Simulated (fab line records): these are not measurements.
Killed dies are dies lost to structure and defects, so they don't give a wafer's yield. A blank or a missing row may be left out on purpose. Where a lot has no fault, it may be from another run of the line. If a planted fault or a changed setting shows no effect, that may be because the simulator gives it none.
Which tool did it? ; flow gf180mcu ; 39 wafers from 13 lots sampled at 6 of the route's 602 steps

## WHAT THE GAUGES READ, wafer by wafer
GF_POLY_GATE_THK_MEAS_01.
lot;measured;on;POLY_GATE_CVD_00_THK (nm)
L231;day 8 13:38;filmMetro-01;198.9 199.7 199.7
L232;day 9 00:20;filmMetro-02;199.5 201.3 200.9
L233;day 9 08:12;filmMetro-02;202.1 200.9 201.4
L236;day 10 05:13;filmMetro-01;202.1 202.0 201.0
L237;day 10 08:45;filmMetro-02;204.0 203.1 203.4
L239;day 11 17:11;filmMetro-01;199.1 201.3 199.1
L240;day 11 21:01;filmMetro-04;201.0 202.4 203.2
L241;day 12 08:26;filmMetro-02;201.0 200.6 199.8
L243;day 12 15:24;filmMetro-01;201.1 199.6 200.8
L246;day 13 05:03;filmMetro-01;201.4 200.0 201.4
L249;day 13 22:43;filmMetro-04;198.8 199.8 197.5
L250;day 14 08:52;filmMetro-04;200.8 199.7 201.4
L251;day 14 15:23;filmMetro-01;200.3 200.2 199.7

GF_HV_LDD_CD_MEAS_19: target cd 400 nm.
lot;measured;on;cdNm (nm)
L231;day 10 19:36;cdSem-02;404.2 401.7 403.5
L232;day 11 07:27;cdSem-01;397.6 398.0 396.1
L233;day 11 17:49;cdSem-01;404.7 404.1 406.2
L236;day 12 15:26;cdSem-02;402.0 403.6 399.7
L237;day 12 22:23;cdSem-02;402.4 402.8 402.4
L239;day 14 08:58;cdSem-01;397.0 396.5 397.2
L240;day 14 12:50;cdSem-01;399.2 399.2 399.2
L241;day 14 23:58;cdSem-02;396.4 399.5 397.5
L243;day 15 07:42;cdSem-01;402.6 402.1 403.0
L246;day 15 22:02;cdSem-01;396.9 396.1 397.5
L249;day 16 18:33;cdSem-01;402.6 401.3 402.5
L250;day 17 04:10;cdSem-02;396.3 394.2 397.7
L251;day 17 14:43;cdSem-02;402.2 402.3 403.3

GF_HV_LDD_OVL_MEAS_32.
lot;measured;on;HV_LDD_02_OVL (nm)
L231;day 11 13:44;overlay-02;-0.1 0.1 0.6
L232;day 12 02:49;overlay-01;-1.3 0.3 1.0
L233;day 12 13:52;overlay-01;-1.2 -2.6 0.4
L236;day 13 12:35;overlay-01;-2.0 -2.0 -2.2
L237;day 13 19:43;overlay-01;-0.8 1.3 1.0
L239;day 15 06:50;overlay-01;-0.4 0.7 -1.6
L240;day 15 09:56;overlay-02;0.2 -0.8 -1.2
L241;day 15 22:05;overlay-01;-0.2 0.9 0.9
L243;day 16 05:26;overlay-01;-0.7 -1.7 -0.3
L246;day 16 20:02;overlay-01;0.8 0.7 0.8
L249;day 17 18:19;overlay-02;-0.3 1.5 1.5
L250;day 18 03:32;overlay-01;-1.3 -0.5 -1.3
L251;day 18 14:43;overlay-02;1.7 2.6 2.8

GF_HV_LDD_TW_MEAS_38.
lot;measured;on;HV_LDD_3_TW
L231;day 11 14:29;filmMetro-01;1443 1433 1434
L232;day 12 03:34;filmMetro-01;1430 1434 1429
L233;day 12 14:37;filmMetro-01;1425 1423 1427
L236;day 13 13:24;filmMetro-03;1446 1448 1447
L237;day 13 20:27;filmMetro-04;1465 1460 1461
L239;day 15 07:34;filmMetro-04;1459 1448 1453
L240;day 15 10:41;filmMetro-01;1429 1431 1432
L241;day 15 22:49;filmMetro-01;1430 1428 1429
L243;day 16 06:10;filmMetro-01;1444 1434 1437
L246;day 16 20:47;filmMetro-04;1473 1468 1461
L249;day 17 19:03;filmMetro-04;1459 1447 1450
L250;day 18 04:16;filmMetro-01;1597 1596 1590 1589 1589 1594
L251;day 18 15:27;filmMetro-01;1599 1594 1600 1597 1603 1611

GF_HV_LDD_RS_MEAS_53: the measuring method here is four-point-probe.
lot;measured;on;HV_LDD_RS (ohm/sq)
L231;day 12 08:50;filmMetro-01;419.2 418.6 417.9
L232;day 12 23:14;filmMetro-04;418.5 419.4 418.0
L233;day 13 10:52;filmMetro-01;417.4 417.7 416.4
L236;day 14 10:32;filmMetro-03;418.4 419.7 418.9
L237;day 14 17:52;filmMetro-01;418.6 419.1 417.3
L239;day 16 05:18;filmMetro-03;418.1 417.5 417.7
L240;day 16 08:43;filmMetro-01;418.8 419.1 419.5
L241;day 16 21:24;filmMetro-03;419.9 419.2 418.7
L243;day 17 05:19;filmMetro-04;418.4 419.5 418.7
L246;day 17 20:10;filmMetro-01;418.2 418.5 418.9
L249;day 18 18:48;filmMetro-01;417.4 418.6 418.6
L250;day 19 04:51;filmMetro-01;438.7 441.3 439.4 440.0 440.1 439.7
L251;day 19 16:45;filmMetro-04;440.2 439.6 439.2 439.4 439.5 438.1

## WHAT TOOL EACH LOT RAN ON (gives the tool, then ch and the chambers of the sampled wafers, and finally the start)
lot;GF_HV_LDD_IMPLANT_34
L231;implanter-04 ch 0, day 11 13:56
L232;implanter-04 ch 0, day 12 03:01
L233;implanter-01 ch 0, day 12 14:04
L236;implanter-04 ch 0, day 13 12:49
L237;implanter-01 ch 0, day 13 19:57
L239;implanter-04 ch 0, day 15 07:01
L240;implanter-01 ch 0, day 15 10:09
L241;implanter-01 ch 0, day 15 22:16
L243;implanter-03 ch 0, day 16 05:37
L246;implanter-04 ch 0, day 16 20:15
L249;implanter-04 ch 0, day 17 18:30
L250;implanter-04 ch 0, day 18 03:43
L251;implanter-04 ch 0, day 18 14:54
- GF_HV_LDD_IMPLANT_34

## WHAT THE TOOLS THEMSELVES READ (means of the sampled wafers that have a number; where no wafer has one, the mark that the record gives instead)
The record holds no such reading with a usual standard deviation.

## THE ANSWER, worked out from the rows above alone
Rule: what is usual is taken from the lots themselves. The widest of any qualifying gaps counts: lots, ordered by their means at a reading, are off when they make up no more than a third of the lots, leave a main group of 4 or more, and stand apart from it by 3 or more times the standard deviation of that group's means. A main group is skipped when, at the precision printed for the reading in the tables above, its means are all equal. Also off: a lot with no number at a reading for which 4 or more lots have one. The other lots that the step has rows for count as sound. First the gauges in route order, then the tools' own readings, where a lot's mean is used as printed above. At the first step where some lot is off, the reading lying furthest off is the one used; lots without a number count as furthest.
Off: L250, L251, at GF_HV_LDD_TW_MEAS_38 (HV_LDD_3_TW). The main group has a mean of 1443 with a standard deviation of 14.
If a tool, at a process step before that reading, ran all the lots that are off and no sound lot after the first of them, it fits. Gauges at GF_HV_LDD_TW_MEAS_38: tried the same way as those tools. 2 tools fit, implanter-04 at GF_HV_LDD_IMPLANT_34 and filmMetro-01 at GF_HV_LDD_TW_MEAS_38, so this cannot tell which one it is.

## WHAT THE SIMULATOR PUT IN
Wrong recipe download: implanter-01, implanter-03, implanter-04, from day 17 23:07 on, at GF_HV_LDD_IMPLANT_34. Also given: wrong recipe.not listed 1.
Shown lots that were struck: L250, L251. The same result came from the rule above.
